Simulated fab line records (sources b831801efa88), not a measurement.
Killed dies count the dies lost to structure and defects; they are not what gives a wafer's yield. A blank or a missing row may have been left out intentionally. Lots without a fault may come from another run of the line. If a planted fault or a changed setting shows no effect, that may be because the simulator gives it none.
Which tool is to blame? ; flow sky130 ; 13 lots with 39 wafers sampled at 3 steps, on a route of 708 steps

## WHAT THE GAUGES READ, wafer by wafer
SKY_FIELD_ISO_BOW_MEAS_00.
lot;measured;on;INCOMING_BOW (um)
L143;day 1 10:00;film_metro-02;-4 -1 -1
L144;day 1 15:02;film_metro-03;12 2 -1
L145;day 1 20:04;film_metro-04;-23 3 0
L146;day 2 01:00;film_metro-02;14 6 6
L147;day 2 06:04;film_metro-03;-7 -6 -2
L148;day 2 11:01;film_metro-04;-1 -1 -3
L149;day 2 16:00;film_metro-02;6 5 -3
L151;day 3 02:00;film_metro-04;-10 11 -9
L152;day 3 07:01;film_metro-04;7 -12 -10
L153;day 3 12:00;film_metro-03;-4 -1 -12
L160;day 4 23:00;film_metro-03;-5 5 4
L162;day 5 09:00;film_metro-02;-16 4 5
L164;day 5 19:00;film_metro-02;-3 -2 3

SKY_VT_ADJUST_HVTR_CD_MEAS_07 targets a cd of 380 nm.
lot;measured;on;cd_nm (nm)
L143;day 9 06:59;cd_sem-01;384.8 382.8 384.9
L144;day 9 12:32;cd_sem-01;381.6 380.9 381.2
L145;day 9 15:43;cd_sem-02;379.5 377.9 379.8
L146;day 10 01:23;cd_sem-02;381.9 381.0 379.9
L147;day 10 11:03;cd_sem-01;383.1 385.8 384.3
L148;day 10 19:40;cd_sem-02;380.2 377.9 380.3
L149;day 11 02:29;cd_sem-02;380.9 382.1 382.0
L151;day 11 10:56;cd_sem-01;381.9 381.8 381.4
L152;day 11 22:40;cd_sem-02;383.6 383.7 384.0
L153;day 12 05:41;cd_sem-01;378.2 379.9 378.5
L160;day 14 23:24;cd_sem-02;379.8 379.8 381.5
L162;day 15 11:28;cd_sem-01;381.6 381.0 383.0
L164;day 15 20:17;cd_sem-01;381.4 380.2 378.7

## TOOL THAT RAN EACH LOT (tool first, then ch and the chambers of the sampled wafers, then the start)
lot;SKY_FIELD_ISO_WET_ETCH_28
L143;wet_bench-02 ch 3, day 2 11:07
L144;wet_bench-04 ch 1, day 2 15:58
L145;wet_bench-03 ch 3, day 2 21:01
L146;wet_bench-03 ch 3, day 3 02:34
L147;wet_bench-02 ch 1, day 3 06:25
L148;wet_bench-03 ch 3, day 3 13:20
L149;wet_bench-03 ch 3, day 3 20:18
L151;wet_bench-03 ch 1, day 4 01:30
L152;wet_bench-02 ch 1, day 4 07:06
L153;wet_bench-03 ch 1, day 4 13:32
L160;wet_bench-04 ch 1, day 6 08:40
L162;wet_bench-02 ch 1, day 6 16:04
L164;wet_bench-02 ch 2, day 7 00:06
- SKY_FIELD_ISO_WET_ETCH_28: etches SiO2 in dHF, target depth 23.7 nm, time 47 s.

## WHAT THE TOOLS THEMSELVES READ (means of the sampled wafers that have a number; where no wafer has one, the mark that the record gives instead)
SKY_FIELD_ISO_WET_ETCH_28.
lot;tool;bath_heat_duty_pct (%);temp_c (C)
L143;wet_bench-02;7.8;25.06
L144;wet_bench-04;6.5;25.15
L145;wet_bench-03;7.5;24.92
L146;wet_bench-03;7.2;24.92
L147;wet_bench-02;7.2;24.88
L148;wet_bench-03;7.4;25.04
L149;wet_bench-03;7.6;25.06
L151;wet_bench-03;25.8;35.62
L152;wet_bench-02;6.6;24.84
L153;wet_bench-03;25.2;35.76
L160;wet_bench-04;7.0;24.96
L162;wet_bench-02;7.2;24.90
L164;wet_bench-02;6.1;24.91

## THE ANSWER, worked out from the rows above alone
Rule: the lots themselves supply what counts as usual. Put in order of their means at a reading, lots are off if they are a third of the lots or fewer, leave a main group of 4 or more, and stand apart from it by a gap of 3 or more times the standard deviation of the main group's means; of several such gaps the widest counts. A main group whose means are all the same, to the digits that the tables above print for the reading, isn't used. A lot without any number at a reading at which 4 lots or more have one is off too. All remaining lots with rows at the step are treated as sound. Order of review: gauges by route order, followed by the tools' own readings, for which a lot's mean as printed above is used. The first step at which some lot is off is used, and at that step the reading that is off furthest; a lot without a number counts as furthest.
Off: L151, L153, at SKY_FIELD_ISO_WET_ETCH_28 (temp_c). Mean 24.97 C and standard deviation 0.091 in the main group.
If a tool, at that step or one of the process steps before it, ran each lot that is off and ran no sound lot following the first of them, it fits. One fits: SKY_FIELD_ISO_WET_ETCH_28 on wet_bench-03. A fault onset in the window from L149 (day 3 20:18, its last sound lot) to L151 (day 4 01:30, its first lot off) fits.
The tool's own readings at SKY_FIELD_ISO_WET_ETCH_28 bear it out: on the lots that are off they differ by more than 5 times the standard deviation of the sound lots' means. bath_heat_duty_pct reads 25.5 % there against 7.1 % on the sound lots; temp_c reads 35.69 C there against 24.97 C on the sound lots.

## WHAT HAD BEEN PUT IN BY THE SIMULATOR
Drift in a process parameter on wet_bench-03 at SKY_FIELD_ISO_WET_ETCH_28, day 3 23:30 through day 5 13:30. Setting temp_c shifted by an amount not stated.
Struck lots among those shown: L151, L153. This agrees with what the rule above found.
